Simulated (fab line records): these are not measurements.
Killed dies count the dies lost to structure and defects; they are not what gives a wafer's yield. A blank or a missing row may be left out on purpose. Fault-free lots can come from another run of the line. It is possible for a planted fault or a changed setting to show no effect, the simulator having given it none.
Comparing a struck lot with a sound one || flow gf180mcu || 14 steps out of a route of 602
Sound: wafers L902.4, L902.5, L902.6. Struck: wafer L909.1 (left out: L909.5, a lot-mate that was not struck); the cause follows at the end.
For every step that has rows: the tool of each side, followed by ch and its chambers, followed by its first start. Under that, the readings that differ: sound wafers || struck wafers || difference of the means || sigmas: that difference in standard deviations of wafers without a fault.
alike: words and numbers the same on both sides, and readings whose means are apart by under 2 such deviations; not compared: readings that were withheld, readings missing a value for some wafer, numbers with overlapping values and no deviation given by the record, and bounds like >300 which may hide the same value.
Wherever a step has rows on one side only, a row that says differs or no value, or a row with sigmas, the two part there. When numbers do not overlap yet have no deviation, they are printed without sigmas and do not part them. A reading that every wafer of one side lacks parts them only if that side has two wafers or more.

first, 4 steps without rows for these wafers: GF_V2_SOFTBAKE_10 (time 60 s); GF_V2_EXPOSE_11 (exposes mask Via2, target cd 260 nm); GF_V2_PEB_12 (peb time 90 s); GF_V2_DEVELOP_13 (develop time 60 s).
GF_V2_CD_MEAS_14: the cd target is 260 nm.
  sound on cd-sem-02 at day 23 00:35; struck on cd-sem-01 at day 25 23:10
  alike: cd-nm
GF_V2_OVL_MEAS_15:
  sound on overlay-02 at day 23 00:40; struck on overlay-02 at day 25 23:17
  alike: V2_OVL
GF_V2_ETCH_16: etches BARC in N2/H2.
  sound on rie-diel-02 ch 1,2,3, day 23 00:41; struck on rie-diel-01 ch 2, day 25 23:19
  alike: chamber-pressure-mTorr, drypump-motor-current-A, oes-product-au, throttle-valve-pct
GF_V2_ETCH_17: etches SiO2 in C4F8/O2/Ar, stops on TiN, target depth 630 nm.
  sound on rie-diel-02 ch 1,2,3; struck on rie-diel-01 ch 2
  alike: chamber-pressure-mTorr, oes-product-au
GF_V2_STRIP_18: strips in O2/N2.
  sound on plasma-asher-01 ch 0,1, day 23 00:50; struck on plasma-asher-01 ch 0, day 25 23:27
{"reading": "rf-hours-counter-h (h)", "sound": "- - -", "struck": 93, "difference": "no value on the sound wafers", "sigmas": ""}
  alike: chamber-pressure-mTorr, drypump-motor-current-A, heater-power-w, oes-product-au
then, 2 steps without rows for these wafers: GF_V2_STRIP_19 (strips in post etch residue remover, time 1200 s); GF_V2_CLEAN_20 (cleans in DIW).
GF_V2_SPUTTER_21: material Ti, target thk 15 nm, time 80.02 s.
  sound on pvd-sputter-01 at day 23 01:21; struck on pvd-sputter-04 at day 26 00:02
  alike: throttle-valve-pct
GF_V2_SPUTTER_22: material TiN, target thk 10 nm, time 40 s.
  sound on pvd-sputter-01 at day 23 01:25; struck on pvd-sputter-04 at day 26 00:05
{"reading": "throttle-valve-pct (%)", "sound": "31.8 31.8 32.8", "struck": 29.7, "difference": -2.4, "sigmas": -2}
{"reading": "model.TiN_of_V2_SPUTTER_22.thk-nm (nm)", "sound": "9.981 10.01 9.971", "struck": 5.452, "difference": -4.535, "sigmas": ""}
GF_V2_CVD_23: deposits W, target thk 350 nm, time 104.94 s.
  sound on cvd-w-02 ch 0,1, day 23 01:29; struck on cvd-w-01 ch 0, day 26 00:08
  alike: heater-power-w

== WHERE THEY PART ==
First at GF_V2_STRIP_18; last, within this record, at GF_V2_SPUTTER_22. Later steps at which nothing parts them and some readings are alike: GF_V2_CVD_23.

WHY: the cause the simulator had injected
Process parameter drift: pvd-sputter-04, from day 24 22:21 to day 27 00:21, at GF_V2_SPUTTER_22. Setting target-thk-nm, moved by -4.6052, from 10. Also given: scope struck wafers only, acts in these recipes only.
